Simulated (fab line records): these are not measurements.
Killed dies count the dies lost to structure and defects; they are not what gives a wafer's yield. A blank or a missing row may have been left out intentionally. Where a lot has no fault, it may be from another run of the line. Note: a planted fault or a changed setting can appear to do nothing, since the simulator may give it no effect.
What tool caused it?	flow sky130	route of 708 steps, sampled at 1 step: 12 lots, 36 wafers

## WHAT THE GAUGES READ, wafer by wafer
SKY_CONTACT_THK_MEAS_26: measures by xrf.
lot	measured	on	CONTACT_W_THK (nm)
L075	day 31 06:13	filmMetro-04	341 343 343
L077	day 32 02:50	filmMetro-04	335 331 338
L079	day 33 04:40	filmMetro-03	350 349 349
L081	day 33 14:01	filmMetro-04	339 339 338
L083	day 34 05:58	filmMetro-02	347 338 340
L086	day 35 04:14	filmMetro-04	345 345 346
L087	day 35 17:01	filmMetro-04	348 345 342
L089	day 36 06:43	filmMetro-03	352 351 346
L091	day 36 19:52	filmMetro-03	352 348 346
L093	day 39 04:28	filmMetro-03	350 350 350
L094	day 39 06:54	filmMetro-03	346 349 345
L095	day 39 10:38	filmMetro-03	349 350 351

## WHICH TOOL RAN EACH LOT (tool, then ch and the chambers of the sampled wafers, then the start)
There is no process step in the record ahead of these readings.

## THE ANSWER, worked out from the rows above alone
Rule: what is usual is taken from the lots themselves. The widest of any qualifying gaps counts: lots, ordered by their means at a reading, are off when they make up no more than a third of the lots, leave a main group of 4 or more, and stand apart from it by 3 or more times the standard deviation of that group's means. Not used: any main group whose means are identical at the precision the tables above print for the reading. A lot without any number at a reading at which 4 lots or more have one is off too. Any other lot the step has rows for is counted as sound.
None of the lots is off at any reading shown; this tells nothing.

## WHAT THE SIMULATOR PUT IN
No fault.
